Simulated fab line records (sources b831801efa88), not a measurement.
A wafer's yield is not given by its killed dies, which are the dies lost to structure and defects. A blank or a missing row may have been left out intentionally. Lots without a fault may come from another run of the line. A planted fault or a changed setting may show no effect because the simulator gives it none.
fab line records    flow sky130
record lots=11  wafers=33  last-day=50
route steps=708 shown CAPM@550 VIA3@573 PAD_OPEN@708
lots that met no fault: from a run of the same line without faults
start-h: start of the lot's first displayed wafer, in hours after the record's first day    wait-h: hours elapsed since this lot's preceding step    " unchanged from the row above    L1.1+2: several wafers, shown together as one row    - no value, or no start was given    * or withheld: withheld    < > ~ a bound
route shown NAME@n: names a module that has steps shown in the file, with the first one's number in the route    usual: the fault-free wafers' mean and standard deviation    same: alike in all rows    chamber/n: place in a boat    sites: the reading at each site    _std_site: the standard deviation of these    _edge_site: the outer-site mean with the inner-site mean subtracted    radius-mm: how far each site lies from the wafer's centre    mask NAME#n: copy n    behind: the tool/chamber that last shaped the wafer    hold: cause of the lot's hold/its duration in hours/its outcome    device: which transistor (n, p or np) failed to switch    end of line: the tests these same wafers got at the end of their route    a step given without rows: its recipe and nothing more    killed: the dies lost at the first sort to structure and to defects; this is not the yield of the wafer    map: shows each die of a wafer: x if killed, . if not, _ if none is there
set.NAME: the setting that was run; set.NAME@STEP: the one run at that earlier step    model.NAME: the simulator's own value behind a step, which no gauge read
the route's steps for a sample of lots (tables are steps, rows are wafers)
services: when a tool's chamber went out of use (start-h, in hours from the record's first day, below 0 if earlier), for how many hours, and the reason
## steps
# step SKY_CAPM_METAL_ETCH_13
# recipe target-depth-nm=220  stop-on=SiO2  chemistry=Cl2/BCl3  target=TiN  pressure-mtorr=10  icp-w=900  bias-w=48.5  Cl2_flow_sccm=60  bcl3-flow-sccm=30  time-s=62.9
# usual drypump-motor-current-A=5.5/0.51  mfc-cl2-sccm=59.98/0.2  oes-product-au=0.943/0.0083  rf-fwd-power-W=893.7/2.9  throttle-valve-pct=21.901/0.0098
lot.wafer  tool          chamber  start-h  wait-h  drypump-motor-current-A  mfc-cl2-sccm  oes-product-au  rf-fwd-power-W  rf-hours-counter-h  throttle-valve-pct
L307.1     rie-metal-02  1        875.14   0.0     5.8                      59.94         0.928           890.5           4                   21.910
L307.4     "             0        "        "       6.2                      59.74         0.943           894.9           -                   21.903
L307.5     "             1        "        "       5.8                      60.34         0.926           892.0           -                   21.909
L308.2     rie-metal-01  0        890.80   0.0     4.9                      59.79         0.937           897.2           11                  21.901
L308.5     "             1        "        "       5.3                      60.07         0.935           892.5           -                   21.909
L308.6     "             0        "        "       4.9                      59.98         0.946           894.5           -                   21.900
L310.2     rie-metal-02  0        905.67   0.0     6.2                      59.88         0.946           887.6           11                  21.891
L310.5     "             0        "        "       6.2                      59.90         0.956           888.9           -                   21.894
L310.6     "             1        "        "       5.8                      60.04         0.958           892.7           -                   21.898
L311.1     rie-metal-01  0        906.55   0.0     4.9                      60.12         0.935           894.4           12                  21.905
L311.3     "             0        "        "       4.9                      59.84         0.942           895.6           -                   21.900
L311.6     "             0        "        "       4.9                      59.88         0.939           895.1           -                   21.887
L312.3     rie-metal-01  0        923.81   0.0     4.9                      60.00         0.941           894.5           -                   21.906
L312.5     "             0        "        "       4.9                      60.24         0.941           890.6           -                   21.879
L312.6     "             1        "        "       5.4                      60.01         0.934           892.9           -                   21.897
L313.1     rie-metal-01  0        932.69   0.0     4.9                      59.89         0.947           894.5           13                  21.890
L313.2     "             1        "        "       5.3                      59.77         0.946           890.1           16                  21.903
L313.5     "             1        "        "       5.3                      59.97         0.944           889.2           -                   21.896
L314.3     rie-metal-02  0        935.41   0.0     6.2                      60.10         0.939           892.6           -                   21.902
L314.4     "             1        "        "       5.8                      60.07         0.935           889.1           -                   21.909
L314.5     "             0        "        "       6.2                      60.14         0.937           894.2           -                   21.897
L322.1     rie-metal-03  0        989.15   0.0     5.5                      59.85         0.951           892.8           16                  21.897
L322.4     "             1        "        "       6.4                      60.11         0.949           891.8           -                   21.907
L322.5     "             1        "        "       6.4                      60.02         0.953           897.6           -                   21.893
L323.1     rie-metal-01  1        989.99   0.0     5.4                      60.19         0.950           893.8           18                  21.897
L323.2     "             0        "        "       4.9                      60.00         0.952           895.5           16                  21.895
L323.4     "             0        "        "       4.9                      60.05         0.940           893.3           -                   21.890
L324.1     rie-metal-01  0        1000.40  0.0     4.9                      60.26         0.952           892.0           16                  21.914
L324.4     "             0        "        "       4.9                      59.84         0.950           894.1           -                   21.898
L324.6     "             0        "        "       4.9                      60.39         0.942           895.2           -                   21.900
L329.1     rie-metal-02  1        1027.84  0.0     5.7                      59.99         0.934           894.6           13                  21.913
L329.3     "             0        "        "       6.2                      59.83         0.935           891.8           -                   21.923
L329.4     "             1        "        "       5.8                      59.96         0.936           896.6           -                   21.905
# step SKY_VIA3_HDPCVD_00
# recipe material=SiO2  target-thk-nm=1635  sigma-open-frac=0.3  time-s=272.5  temp-c=400  sih4-flow-sccm=60  pressure-mtorr=6
# usual pressure-mtorr=5.998/0.014
lot.wafer  tool       chamber  start-h  wait-h  pressure-mtorr
L307.1     hdpcvd-02  1        901.36   0.0     5.995
L307.4     "          1        "        "       5.996
L307.5     "          2        "        "       5.998
L308.2     hdpcvd-01  1        917.30   0.0     6.018
L308.5     "          1        "        "       6.022
L308.6     "          2        "        "       5.991
L310.2     hdpcvd-01  1        931.59   0.0     6.011
L310.5     "          2        "        "       5.999
L310.6     "          0        "        "       5.967
L311.1     hdpcvd-02  1        932.49   0.0     6.000
L311.3     "          0        "        "       5.990
L311.6     "          0        "        "       6.008
L312.3     hdpcvd-02  0        949.77   0.0     6.006
L312.5     "          1        "        "       5.998
L312.6     "          0        "        "       6.001
L312.3     hdpcvd-02  0        965.25   15.4    6.022
L312.5     "          1        "        "       5.979
L312.6     "          0        "        "       6.008
L313.1     hdpcvd-01  1        958.64   0.0     6.010
L313.2     "          0        "        "       5.989
L313.5     "          1        "        "       5.995
L314.3     hdpcvd-01  1        960.83   0.0     5.970
L314.4     "          0        "        "       6.007
L314.5     "          1        "        "       5.990
L322.1     hdpcvd-01  0        1014.47  0.0     5.982
L322.4     "          2        "        "       6.000
L322.5     "          1        "        "       5.998
L322.1     hdpcvd-01  0        1014.80  0.3     5.998
L322.4     "          2        "        "       5.996
L322.5     "          1        "        "       6.004
L323.1     hdpcvd-02  1        1015.73  0.0     6.009
L323.2     "          2        "        "       5.984
L323.4     "          0        "        "       5.984
L324.1     hdpcvd-02  0        1025.31  0.0     5.992
L324.4     "          1        "        "       6.024
L324.6     "          0        "        "       5.989
L329.1     hdpcvd-02  2        1052.10  0.0     6.004
L329.3     "          0        "        "       5.986
L329.4     "          0        "        "       5.998
# step SKY_VIA3_THK_MEAS_01
# recipe reads=SiO2_of_VIA3_HDPCVD_00
# usual VIA3_HDPCVD_THK=1644/14
lot.wafer  tool           chamber  start-h  wait-h  VIA3_HDPCVD_THK[nm]
L307.1     film-metro-01  -        901.53   0.1     1657
L307.4     "              -        "        "       1646
L307.5     "              -        "        "       1633
L308.2     film-metro-02  -        917.48   0.1     1641
L308.5     "              -        "        "       1648
L308.6     "              -        "        "       1639
L310.2     film-metro-04  -        931.76   0.1     1658
L310.5     "              -        "        "       1665
L310.6     "              -        "        "       1646
L311.1     film-metro-02  -        932.65   0.1     1655
L311.3     "              -        "        "       1650
L311.6     "              -        "        "       1646
L313.1     film-metro-02  -        958.81   0.1     1621
L313.2     "              -        "        "       1606
L313.5     "              -        "        "       1627
L314.3     film-metro-02  -        961.02   0.1     1622
L314.4     "              -        "        "       1632
L314.5     "              -        "        "       1620
L312.3     film-metro-04  -        965.44   0.1     3312
L312.5     "              -        "        "       3300
L312.6     "              -        "        "       3283
L322.1     film-metro-01  -        1014.97  0.1     3303
L322.4     "              -        "        "       3286
L322.5     "              -        "        "       3286
L323.1     film-metro-01  -        1015.89  0.1     1646
L323.2     "              -        "        "       1660
L323.4     "              -        "        "       1663
L324.1     film-metro-02  -        1025.48  0.1     1646
L324.4     "              -        "        "       1634
L324.6     "              -        "        "       1649
L329.1     film-metro-01  -        1052.26  0.1     1659
L329.3     "              -        "        "       1646
L329.4     "              -        "        "       1650
# step SKY_VIA3_CMP_02
# recipe material=SiO2  down-force-psi=4  platen-rpm=60  pad-velocity-m-s=0.94248
# usual motor-current-A=11.4/1.1  platen-rpm=60.00/0.04
lot.wafer  tool    chamber  start-h  wait-h  motor-current-A  platen-rpm
L307.1     cmp-02  1        901.69   0.1     11.2             60.00
L307.4     "       2        "        "       10.1             60.00
L307.5     "       0        "        "       11.8             59.93
L308.2     cmp-02  3        917.58   0.1     12.1             59.98
L308.5     "       2        "        "       10.2             60.04
L308.6     "       3        "        "       12.0             59.93
L310.2     cmp-01  2        931.91   0.1     10.8             60.00
L310.6     "       0        "        "       12.4             60.05
L310.5     "       1        "        "       10.4             59.98
L311.1     cmp-02  0        932.76   0.1     11.5             60.05
L311.3     "       1        "        "       11.6             59.99
L311.6     "       3        "        "       12.2             59.92
L313.1     cmp-01  0        958.87   0.1     13.2             59.99
L313.2     "       2        "        "       11.1             60.04
L313.5     "       0        "        "       12.5             59.98
L314.4     cmp-02  1        961.06   0.0     11.8             60.04
L314.3     "       0        "        "       11.3             60.01
L314.5     "       2        "        "       10.4             59.90
L312.3     cmp-01  1        965.48   0.0     9.8              60.03
L312.5     "       1        "        "       9.9              60.03
L312.6     "       2        "        "       10.8             59.94
L322.4     cmp-01  0        1015.08  0.1     13.0             60.05
L322.1     "       1        "        "       9.8              59.98
L322.5     "       0        "        "       12.6             60.00
L323.1     cmp-02  3        1015.95  0.1     12.0             59.97
L323.4     "       1        "        "       11.6             59.94
L323.2     "       2        "        "       9.5              60.01
L324.4     cmp-02  1        1025.69  0.2     11.2             60.06
L324.1     "       3        "        "       11.4             60.01
L324.6     "       2        "        "       9.7              60.05
L329.4     cmp-01  0        1052.32  0.0     12.7             59.95
L329.1     "       1        "        "       9.6              59.98
L329.3     "       3        "        "       12.4             59.97
# step SKY_VIA3_BOW_MEAS_03
# recipe mode=bow
# usual VIA3_BOW=81/7.8
lot.wafer  tool           chamber  start-h  wait-h  VIA3_BOW[um]
L307.1     film-metro-04  -        901.89   0.1     76
L307.4     "              -        "        "       83
L307.5     "              -        "        "       86
L308.2     film-metro-01  -        917.85   0.2     87
L308.5     "              -        "        "       87
L308.6     "              -        "        "       85
L310.2     film-metro-01  -        932.13   0.2     82
L310.5     "              -        "        "       68
L310.6     "              -        "        "       73
L311.1     film-metro-04  -        933.01   0.2     79
L311.3     "              -        "        "       71
L311.6     "              -        "        "       67
L313.1     film-metro-02  -        959.17   0.2     87
L313.2     "              -        "        "       82
L313.5     "              -        "        "       64
L314.3     film-metro-01  -        961.40   0.1     75
L314.4     "              -        "        "       80
L314.5     "              -        "        "       81
L312.3     film-metro-02  -        965.82   0.3     87
L312.5     "              -        "        "       76
L312.6     "              -        "        "       89
L322.1     film-metro-02  -        1015.33  0.1     61
L322.4     "              -        "        "       82
L322.5     "              -        "        "       65
L323.1     film-metro-04  -        1016.25  0.2     78
L323.2     "              -        "        "       76
L323.4     "              -        "        "       78
L324.1     film-metro-04  -        1025.99  0.1     83
L324.4     "              -        "        "       87
L324.6     "              -        "        "       88
L329.1     film-metro-01  -        1052.62  0.2     86
L329.3     "              -        "        "       97
L329.4     "              -        "        "       88
# step SKY_PAD_OPEN_PROBE_99
# usual defect-limited-yield=82.6/1.9  killed_at_M0_to_M3=43/6.9  killed_at_M4_up=3.2/2  killed-at-contacts=25/5.1  killed-at-front-end=15/4.5  killed-at-other=0.2/0.51  killed-dies=85/9.5  killed-on-rim=16/3.7  killed-open=48/6.9  killed-short=38/6.7  sort_bin_3_pad_short=0.8/0.4  sort_bin_5_function=10.2/1.6  sort_bin_6_memory=6.4/1.1  sort-n-pass=407/9.5  sort-yield-pct=82.6/1.9
# same gross-dies=492  killed-at-back-side=0  sort_bin_4_leakage[%]=0  sort_bin_8_speed[%]=0
lot.wafer  tool       chamber  start-h  wait-h  defect-limited-yield[%]  killed_at_M0_to_M3  killed_at_M4_up  killed-at-contacts  killed-at-front-end  killed-at-other  killed-dies  killed-on-rim  killed-open  killed-short  sort_bin_3_pad_short[%]  sort_bin_5_function[%]  sort_bin_6_memory[%]  sort-n-pass  sort-yield-pct[%]
L307.1     prober-01  -        1075.93  0.1     81.1                     51                  4                25                  13                   0                93           19             57           36            0.6                      11.4                    6.9                   399          81.1
L307.4     prober-01  -        1076.08  0.2     81.7                     44                  5                26                  15                   0                90           17             47           43            1.4                      11.0                    5.9                   402          81.7
L307.5     prober-01  -        1076.13  0.2     80.7                     58                  3                20                  14                   0                95           16             57           38            0.8                      12.4                    6.1                   397          80.7
L308.2     prober-02  -        1087.87  0.1     82.5                     44                  6                20                  16                   0                86           16             48           38            0.4                      10.8                    6.3                   406          82.5
L308.5     prober-02  -        1088.02  0.2     83.3                     38                  2                24                  18                   0                82           14             46           36            0.4                      9.1                     7.1                   410          83.3
L308.6     prober-02  -        1088.07  0.2     83.7                     34                  1                21                  23                   1                80           14             45           35            0.6                      8.9                     6.7                   412          83.7
L310.2     prober-02  -        1100.33  0.1     81.3                     41                  4                36                  11                   0                92           17             49           43            1.0                      12.0                    5.7                   400          81.3
L310.5     prober-02  -        1100.48  0.2     83.3                     44                  4                24                  10                   0                82           15             50           32            0.6                      9.8                     6.3                   410          83.3
L310.6     prober-02  -        1100.53  0.2     83.1                     43                  2                25                  13                   0                83           19             49           34            0.2                      9.8                     6.9                   409          83.1
L311.1     prober-01  -        1101.39  0.1     82.1                     45                  3                28                  12                   0                88           15             63           25            0.2                      10.2                    7.5                   404          82.1
L311.3     prober-01  -        1101.49  0.2     82.9                     37                  4                26                  17                   0                84           15             55           29            0.8                      8.5                     7.7                   408          82.9
L311.6     prober-01  -        1101.64  0.2     81.9                     38                  1                29                  21                   0                89           17             50           39            1.0                      10.4                    6.7                   403          81.9
L312.3     prober-02  -        1117.76  0.2     81.3                     50                  5                19                  17                   1                92           15             50           42            0.8                      11.8                    6.1                   400          81.3
L312.5     prober-02  -        1117.86  0.2     82.9                     39                  3                30                  12                   0                84           12             44           40            1.2                      9.3                     6.5                   408          82.9
L312.6     prober-02  -        1117.91  0.2     82.1                     58                  2                23                  5                    0                88           17             50           38            0.4                      10.4                    7.1                   404          82.1
L313.1     prober-01  -        1123.01  0.1     82.7                     46                  1                23                  15                   0                85           17             49           36            1.2                      7.7                     8.3                   407          82.7
L313.2     prober-01  -        1123.06  0.1     82.5                     40                  3                28                  15                   0                86           22             44           42            1.2                      10.4                    5.9                   406          82.5
L313.5     prober-01  -        1123.21  0.2     87.8                     27                  4                17                  12                   0                60           17             34           26            1.0                      6.7                     4.5                   432          87.8
L314.3     prober-02  -        1124.15  0.2     85.2                     39                  1                15                  18                   0                73           13             43           30            0.4                      8.7                     5.7                   419          85.2
L314.4     prober-02  -        1124.20  0.2     82.7                     44                  3                24                  14                   0                85           16             46           39            1.6                      9.8                     5.9                   407          82.7
L314.5     prober-02  -        1124.25  0.2     80.9                     51                  3                25                  15                   0                94           21             58           36            0.2                      12.2                    6.7                   398          80.9
L322.1     prober-02  -        1165.47  0.1     82.3                     41                  4                30                  12                   0                87           19             50           37            1.4                      11.2                    5.1                   405          82.3
L322.4     prober-02  -        1165.62  0.2     83.9                     40                  2                14                  23                   0                79           16             38           41            0.4                      9.8                     5.9                   413          83.9
L322.5     prober-02  -        1165.67  0.2     77.8                     59                  2                28                  20                   0                109          14             59           50            1.2                      14.0                    6.9                   383          77.8
L323.1     prober-01  -        1166.97  0.1     81.9                     44                  5                25                  15                   0                89           12             41           48            0.2                      11.6                    6.3                   403          81.9
L323.2     prober-01  -        1167.02  0.1     81.7                     39                  2                28                  19                   2                90           16             54           36            0.4                      10.4                    7.5                   402          81.7
L323.4     prober-01  -        1167.12  0.2     83.1                     48                  4                20                  11                   0                83           12             52           31            0.2                      10.4                    6.3                   409          83.1
L324.1     prober-02  -        1173.42  0.1     83.5                     40                  2                24                  15                   0                81           19             42           39            0.6                      9.3                     6.5                   411          83.5
L324.4     prober-02  -        1173.57  0.2     84.3                     43                  3                22                  9                    0                77           14             38           39            1.2                      7.7                     6.7                   415          84.3
L324.6     prober-02  -        1173.67  0.2     84.8                     37                  1                22                  15                   0                75           17             38           37            0.6                      9.1                     5.5                   417          84.8
L329.1     prober-01  -        1194.58  0.1     85.8                     24                  2                29                  15                   0                70           13             39           31            0.4                      7.5                     6.3                   422          85.8
L329.3     prober-01  -        1194.68  0.2     82.5                     39                  2                33                  12                   0                86           14             49           37            0.6                      10.0                    6.9                   406          82.5
L329.4     prober-01  -        1194.73  0.2     85.2                     36                  3                18                  16                   0                73           18             44           29            1.0                      10.0                    3.9                   419          85.2
# killed by level:class
L307.1 VIA1:geometric-particle:open=12 CONTACT:geometric-particle:open=12 VIA2:geometric-particle:open=9 VIA1:geometric-particle:short=8 METAL2:geometric-particle:short=6 LI_CONTACT:geometric-particle:open=6 METAL1:geometric-particle:short=6 POLY_GATE:geometric-particle:open=4
L307.4 VIA1:geometric-particle:open=10 VIA3:geometric-particle:open=9 CONTACT:geometric-particle:open=7 CONTACT:geometric-particle:short=6 VIA3:geometric-particle:short=6 VIA1:geometric-particle:short=5 VIA2:geometric-particle:open=5 POLY_GATE:geometric-particle:open=4
L307.5 VIA1:geometric-particle:open=14 VIA3:geometric-particle:open=13 VIA2:geometric-particle:open=9 CONTACT:geometric-particle:open=7 POLY_GATE:geometric-particle:short=6 LI_CONTACT:geometric-particle:open=5 METAL1:geometric-particle:short=5 CONTACT:geometric-particle:short=4
L308.2 VIA1:geometric-particle:open=12 VIA3:geometric-particle:open=8 LI_CONTACT:geometric-particle:open=6 CONTACT:geometric-particle:short=6 VIA1:geometric-particle:short=5 VIA2:geometric-particle:open=5 FIELD_ISO:geometric-particle:open=4 POLY_GATE:geometric-particle:short=4
L308.5 CONTACT:geometric-particle:open=11 FIELD_ISO:geometric-particle:open=7 VIA1:geometric-particle:open=6 VIA2:geometric-particle:open=6 VIA3:geometric-particle:open=6 CONTACT:geometric-particle:short=5 POLY_GATE:geometric-particle:short=4 METAL1:geometric-particle:short=4
L308.6 CONTACT:geometric-particle:open=8 POLY_GATE:geometric-particle:short=7 VIA2:geometric-particle:open=7 FIELD_ISO:geometric-particle:open=6 CONTACT:geometric-particle:short=6 VIA3:geometric-particle:open=6 VIA1:geometric-particle:open=5 LI_CONTACT:geometric-particle:open=4
L310.2 CONTACT:geometric-particle:open=11 CONTACT:geometric-particle:short=9 VIA3:geometric-particle:open=8 VIA2:geometric-particle:open=7 LI_CONTACT:geometric-particle:open=6 METAL1:geometric-particle:short=6 FIELD_ISO:geometric-particle:open=4 LI_CONTACT:geometric-particle:short=4
L310.5 VIA1:geometric-particle:open=13 VIA3:geometric-particle:open=9 CONTACT:geometric-particle:open=8 LI_CONTACT:geometric-particle:open=6 LOCAL_INTERCONNECT:geometric-particle:short=5 METAL2:geometric-particle:short=4 VIA1:geometric-particle:short=4 VIA2:geometric-particle:open=4
L310.6 VIA1:geometric-particle:open=8 VIA3:geometric-particle:open=8 CONTACT:geometric-particle:open=7 LI_CONTACT:geometric-particle:open=6 CONTACT:geometric-particle:short=6 METAL2:geometric-particle:open=5 FIELD_ISO:geometric-particle:short=4 METAL1:geometric-particle:short=4
L311.1 VIA1:geometric-particle:open=17 LI_CONTACT:geometric-particle:open=10 CONTACT:geometric-particle:open=10 VIA2:geometric-particle:open=9 VIA3:geometric-particle:open=7 POLY_GATE:geometric-particle:short=4 LOCAL_INTERCONNECT:geometric-particle:short=4 VIA1:geometric-particle:short=4
L311.3 CONTACT:geometric-particle:open=10 VIA1:geometric-particle:open=10 VIA2:geometric-particle:open=10 POLY_GATE:geometric-particle:short=6 LI_CONTACT:geometric-particle:open=6 VIA3:geometric-particle:open=6 METAL1:geometric-particle:short=5 FIELD_ISO:geometric-particle:open=4
L311.6 CONTACT:geometric-particle:open=12 VIA1:geometric-particle:open=9 LI_CONTACT:geometric-particle:open=7 FIELD_ISO:geometric-particle:short=5 POLY_GATE:geometric-particle:open=5 LOCAL_INTERCONNECT:geometric-particle:short=5 VIA1:geometric-particle:short=5 METAL1:geometric-particle:short=4
L312.3 VIA1:geometric-particle:open=10 CONTACT:geometric-particle:open=9 FIELD_ISO:geometric-particle:short=7 VIA2:geometric-particle:open=7 LI_CONTACT:geometric-particle:open=6 METAL1:geometric-particle:short=6 VIA2:geometric-particle:short=6 VIA3:geometric-particle:open=5
L312.5 CONTACT:geometric-particle:open=9 METAL2:geometric-particle:short=7 LI_CONTACT:geometric-particle:short=6 VIA3:geometric-particle:open=6 VIA1:geometric-particle:open=6 FIELD_ISO:geometric-particle:open=5 LI_CONTACT:geometric-particle:open=5 CONTACT:geometric-particle:short=5
L312.6 VIA1:geometric-particle:open=14 METAL1:geometric-particle:short=12 CONTACT:geometric-particle:open=11 VIA3:geometric-particle:open=7 VIA2:geometric-particle:open=7 METAL2:geometric-particle:short=5 LI_CONTACT:geometric-particle:short=4 VIA3:geometric-particle:short=4
L313.1 VIA1:geometric-particle:open=19 CONTACT:geometric-particle:open=7 LI_CONTACT:geometric-particle:short=6 LI_CONTACT:geometric-particle:open=6 FIELD_ISO:geometric-particle:short=5 VIA3:geometric-particle:open=5 METAL1:geometric-particle:short=3 VIA1:geometric-particle:short=3
L313.2 CONTACT:geometric-particle:open=10 VIA1:geometric-particle:open=10 FIELD_ISO:geometric-particle:short=6 LI_CONTACT:geometric-particle:open=6 METAL2:geometric-particle:short=6 CONTACT:geometric-particle:short=5 VIA3:geometric-particle:open=5 FIELD_ISO:geometric-particle:open=4
L313.5 CONTACT:geometric-particle:open=6 VIA1:geometric-particle:open=6 LI_CONTACT:geometric-particle:open=5 VIA2:geometric-particle:open=4 METAL1:geometric-particle:short=3 LI_CONTACT:geometric-particle:short=3 METAL4:geometric-particle:short=3 VIA1:geometric-particle:short=3
L314.3 VIA1:geometric-particle:open=11 FIELD_ISO:geometric-particle:open=9 METAL1:geometric-particle:short=7 CONTACT:geometric-particle:open=6 VIA3:geometric-particle:open=5 FIELD_ISO:geometric-particle:short=4 CONTACT:geometric-particle:short=4 VIA1:geometric-particle:short=4
L314.4 VIA1:geometric-particle:open=13 VIA2:geometric-particle:open=8 CONTACT:geometric-particle:open=7 POLY_GATE:geometric-particle:open=5 LI_CONTACT:geometric-particle:open=5 METAL2:geometric-particle:short=5 LOCAL_INTERCONNECT:geometric-particle:short=5 CONTACT:geometric-particle:short=4
L314.5 VIA1:geometric-particle:open=12 VIA3:geometric-particle:open=10 LI_CONTACT:geometric-particle:open=8 VIA2:geometric-particle:open=7 CONTACT:geometric-particle:open=6 CONTACT:geometric-particle:short=5 METAL2:geometric-particle:short=5 METAL1:geometric-particle:short=5
L322.1 VIA1:geometric-particle:open=13 CONTACT:geometric-particle:open=11 VIA3:geometric-particle:open=7 LI_CONTACT:geometric-particle:open=6 CONTACT:geometric-particle:short=6 METAL1:geometric-particle:short=6 FIELD_ISO:geometric-particle:short=5 METAL2:geometric-particle:short=5
L322.4 FIELD_ISO:geometric-particle:short=8 FIELD_ISO:geometric-particle:open=6 VIA1:geometric-particle:short=6 CONTACT:geometric-particle:open=6 METAL1:geometric-particle:short=6 VIA1:geometric-particle:open=6 VIA2:geometric-particle:open=5 VIA3:geometric-particle:short=4
L322.5 CONTACT:geometric-particle:open=12 VIA3:geometric-particle:open=10 VIA1:geometric-particle:open=10 VIA1:geometric-particle:short=7 METAL1:geometric-particle:short=6 VIA3:geometric-particle:short=6 LI_CONTACT:geometric-particle:open=5 CONTACT:geometric-particle:short=5
L323.1 VIA1:geometric-particle:open=11 VIA1:geometric-particle:short=10 CONTACT:geometric-particle:short=7 CONTACT:geometric-particle:open=7 METAL2:geometric-particle:short=6 LI_CONTACT:geometric-particle:short=4 LI_CONTACT:geometric-particle:open=4 VIA2:geometric-particle:open=4
L323.2 CONTACT:geometric-particle:open=14 VIA1:geometric-particle:open=12 METAL1:geometric-particle:short=8 VIA2:geometric-particle:open=7 FIELD_ISO:geometric-particle:short=6 LI_CONTACT:geometric-particle:open=6 POLY_GATE:geometric-particle:short=4 CONTACT:geometric-particle:short=4
L323.4 VIA1:geometric-particle:open=19 CONTACT:geometric-particle:open=9 VIA2:geometric-particle:open=5 VIA3:geometric-particle:open=4 POLY_GATE:geometric-particle:open=4 LI_CONTACT:geometric-particle:open=4 LOCAL_INTERCONNECT:geometric-particle:short=4 METAL1:geometric-particle:short=4
L324.1 VIA1:geometric-particle:open=12 CONTACT:geometric-particle:open=7 LI_CONTACT:geometric-particle:open=6 FIELD_ISO:geometric-particle:open=5 LOCAL_INTERCONNECT:geometric-particle:short=5 VIA1:geometric-particle:short=5 VIA3:geometric-particle:short=5 METAL2:geometric-particle:short=5
L324.4 VIA1:geometric-particle:open=11 VIA3:geometric-particle:open=7 VIA2:geometric-particle:short=6 METAL1:geometric-particle:short=6 LI_CONTACT:geometric-particle:open=5 LOCAL_INTERCONNECT:geometric-particle:short=5 CONTACT:geometric-particle:short=5 CONTACT:geometric-particle:open=5
L324.6 VIA2:geometric-particle:open=9 LI_CONTACT:geometric-particle:open=7 CONTACT:geometric-particle:open=6 METAL2:geometric-particle:short=6 VIA1:geometric-particle:short=6 VIA1:geometric-particle:open=5 FIELD_ISO:geometric-particle:short=4 LI_CONTACT:geometric-particle:short=4
L329.1 CONTACT:geometric-particle:open=13 VIA1:geometric-particle:open=7 LI_CONTACT:geometric-particle:open=5 POLY_GATE:geometric-particle:open=4 LI_CONTACT:geometric-particle:short=4 LOCAL_INTERCONNECT:geometric-particle:short=4 POLY_GATE:geometric-particle:short=3 METAL1:geometric-particle:short=3
L329.3 VIA1:geometric-particle:open=11 CONTACT:geometric-particle:open=10 LI_CONTACT:geometric-particle:open=8 CONTACT:geometric-particle:short=7 VIA3:geometric-particle:open=6 POLY_GATE:geometric-particle:open=5 LOCAL_INTERCONNECT:geometric-particle:short=5 VIA1:geometric-particle:short=5
L329.4 CONTACT:geometric-particle:open=11 VIA3:geometric-particle:open=9 METAL1:geometric-particle:short=7 FIELD_ISO:geometric-particle:short=5 VIA1:geometric-particle:open=5 METAL2:geometric-particle:short=4 VIA2:geometric-particle:open=4 METAL3:geometric-particle:short=4
## services
tool          chamber  start-h  hours  kind
cmp-02        -        853.48   6.2    pm
cmp-01        -        910.76   5.2    pm
cmp-01        -        915.96   4.0    pm
rie-metal-03  -        916.14   14.6   pm
cmp-01        -        917.77   2.2    repair
cmp-01        -        919.96   -      consumable-replace:conditioner
cmp-01        -        919.96   -      consumable-replace:pad
hdpcvd-02     -        935.39   0.3    repair
cmp-02        -        945.85   0.9    repair
hdpcvd-02     -        950.25   15.0   pm
hdpcvd-02     0        950.25   15.0   vent-cycle
hdpcvd-02     1        950.25   15.0   vent-cycle
hdpcvd-02     2        950.25   15.0   vent-cycle
hdpcvd-02     0        965.25   -      clean
hdpcvd-02     1        965.25   -      clean
hdpcvd-02     2        965.25   -      clean
cmp-02        -        966.06   0.7    repair
hdpcvd-01     2        980.18   5.7    repair
cmp-02        -        992.66   11.0   pm
hdpcvd-01     -        1007.44  1.1    repair
cmp-02        -        1013.85  0.6    repair
cmp-01        -        1016.67  0.7    repair
cmp-01        -        1035.62  0.4    repair
## key
first-sign step=SKY_VIA3_HDPCVD_00  reading=visit  direction=added
effect step=SKY_VIA3_THK_MEAS_01  reading=VIA3_HDPCVD_THK  direction=up  sigmas=99+  usual=1644  struck=3295
met-at SKY_VIA3_HDPCVD_00
struck-lots L312,L322
not-acting-at SKY_CAPM_METAL_ETCH_13,SKY_VIA3_CMP_02,SKY_VIA3_BOW_MEAS_03
fault kind=repeated-step-whole  tool=hdpcvd-01,hdpcvd-02  chamber=-  onset-h=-  steps=SKY_VIA3_HDPCVD_00  times=1  scope=struck-lots-only
